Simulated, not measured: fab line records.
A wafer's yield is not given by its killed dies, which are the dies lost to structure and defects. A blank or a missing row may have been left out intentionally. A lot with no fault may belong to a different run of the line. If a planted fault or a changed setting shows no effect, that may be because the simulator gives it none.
Chamber matching    flow sky130    SKY_LI_CONTACT_CMP_02 on cmp-02 has 4 sister chambers
The step polishes PSG. 4 wafers are shown with their chamber, then 7 later ones without.

WAFERS PAIRED WITH THEIR CHAMBERS
wafer   chamber  motor current A (A)
L708.6  3        9.9
L715.1  2        12.7
L715.2  1        10.4
L720.5  0        12.4

WAFERS MISSING THEIR CHAMBER
wafer   motor current A (A)
L720.6  9.8
L721.1  12.2
L721.3  11.4
L721.5  10.1
L725.1  10.0
L725.3  12.8
L725.5  11.8

CHAMBER TAKEN BY EACH
wafer   from the rows above                in truth
L720.6  can't be placed: 3 or 1            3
L721.1  can't be placed: 0 or 2            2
L721.3  can't be placed: 0 or 1 or 2 or 3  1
L721.5  can't be placed: 3 or 1            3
L725.1  can't be placed: 3 or 1            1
L725.3  can't be placed: 2 or 0            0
L725.5  can't be placed: 0 or 2 or 1       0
0 of 7 placed correctly. Can't be placed from these rows: 7 (the true chamber is among the candidates in 7). Wrongly placed: 0.
How it was worked out, from the rows above alone: a wafer's distance from a chamber is the root of the sum, over the readings, of the square of ((its reading less the chamber's mean) divided by the reading's scatter). The wafer belongs to the nearest chamber; if the next one is less than 2 further off, it can't be placed. For every chamber, the mean is computed from those of its wafers that are shown. The scatter (one wafer shown for each chamber): square how far every hidden wafer sits from the nearest shown wafer, average those squares and take the square root.
